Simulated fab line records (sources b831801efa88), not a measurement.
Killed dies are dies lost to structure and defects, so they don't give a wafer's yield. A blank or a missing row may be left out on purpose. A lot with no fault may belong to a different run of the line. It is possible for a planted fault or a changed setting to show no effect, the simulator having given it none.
Matching of chambers -- flow sfqLine -- 4 sister chambers for SFQ_TRILAYER_I2_CMP_CMP_064 on cmp-02
The step polishes SiO2. 14 wafers are shown with their chamber, then 7 later ones without.

WAFERS WITH THEIR CHAMBER
wafer,chamber,motorCurrentA (A),timeToEndpointS (s)
L364.1,3,12.8,216
L364.5,0,9.1,232
L364.6,1,10.2,230
L366.3,2,10.2,221
L366.4,3,12.4,223
L366.6,2,10.2,220
L370.3,1,10.5,212
L370.4,0,9.1,214
L370.5,3,12.7,228
L380.4,2,9.8,219
L380.1,0,8.8,221
L380.3,1,10.5,214
L381.2,1,10.3,211
L381.5,2,10.5,218

SIGNATURES, as means of the wafers listed above
reading,chamber 0,chamber 1,chamber 2,chamber 3,scatter within a chamber
motorCurrentA,9.000,10.375,10.175,12.633,0.215
timeToEndpointS,222.33,216.75,219.50,222.33,6.94
Rule: for each reading, subtract the chamber's mean from the wafer's reading, divide by that reading's scatter and square the result; add these up over the readings and take the root, which gives the wafer's distance from the chamber. The wafer belongs to the nearest chamber; if the next one is less than 2 further off, it can't be placed. The scatter is the square root of a quotient: the sum, over the shown wafers, of each reading's squared deviation from its chamber's mean, divided by wafers minus chambers.

WAFERS MISSING THEIR CHAMBER
wafer,motorCurrentA (A),timeToEndpointS (s)
L381.6,12.0,218
L383.2,12.2,216
L383.3,10.5,209
L383.4,8.7,219
L384.1,11.4,211
L384.5,12.1,210
L384.6,10.2,215

CHAMBER TAKEN BY EACH
wafer,from the rows above,in truth
L381.6,3,3
L383.2,3,3
L383.3,can't be placed: 1 or 2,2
L383.4,0,0
L384.1,can't be placed: 1 or 2 or 3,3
L384.5,3,3
L384.6,can't be placed: 2 or 1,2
Correctly placed: 4 of 7. Cannot be placed on the basis of these rows: 3; the candidates contain the true chamber in 3. Placed wrongly: 0.
